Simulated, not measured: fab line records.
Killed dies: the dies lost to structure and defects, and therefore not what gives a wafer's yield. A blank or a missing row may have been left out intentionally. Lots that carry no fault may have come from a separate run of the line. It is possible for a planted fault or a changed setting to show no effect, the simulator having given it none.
Matching of chambers ; flow sky130 ; 4 sister chambers for SKY_VIA2_CMP_24 on cmp-01
The step polishes, stops on SiO2, t overpolish 20 s, target thk 0 nm. 8 wafers are shown with their chamber, then 7 later ones without.

== WAFERS PAIRED WITH THEIR CHAMBERS ==
wafer;chamber;motorCurrentA (A);overpolishRunS (s)
L630.2;3;10.2;19.993
L630.4;0;12.5;19.997
L630.6;3;11.0;20.020
L633.3;2;13.5;19.985
L633.5;0;13.2;20.005
L633.6;1;10.6;19.982
L635.2;2;13.0;19.986
L635.3;1;11.5;19.982

== WAFERS WITH NO CHAMBER GIVEN ==
wafer;motorCurrentA (A);overpolishRunS (s)
L635.4;11.1;19.993
L645.1;13.3;19.987
L645.3;10.9;19.992
L645.6;13.5;20.009
L644.4;13.7;20.014
L644.5;13.2;20.007
L644.6;11.5;20.013

== WHICH CHAMBER EACH WENT THROUGH ==
wafer;from the rows above;in truth
L635.4;can't be placed: 1 or 3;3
L645.1;can't be placed: 2 or 0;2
L645.3;can't be placed: 1 or 3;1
L645.6;can't be placed: 0 or 2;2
L644.4;can't be placed: 0 or 2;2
L644.5;can't be placed: 0 or 2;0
L644.6;can't be placed: 3 or 0 or 1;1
Placed correctly: 0 of 7. Can't be placed from these rows: 7 (the true chamber is among the candidates in 7). 0 placed wrongly.
How it was worked out, from the rows above alone: a wafer's distance from a chamber is the root of the sum, over the readings, of the square of ((its reading less the chamber's mean) divided by the reading's scatter). If the next closest chamber is less than 2 further off than the closest, the wafer can't be placed; otherwise it belongs to the closest. Each chamber's mean is taken over the wafers shown for it. The scatter: take each reading less its chamber's mean, square it, sum over the shown wafers, divide by the number of wafers less the number of chambers, and take the root.
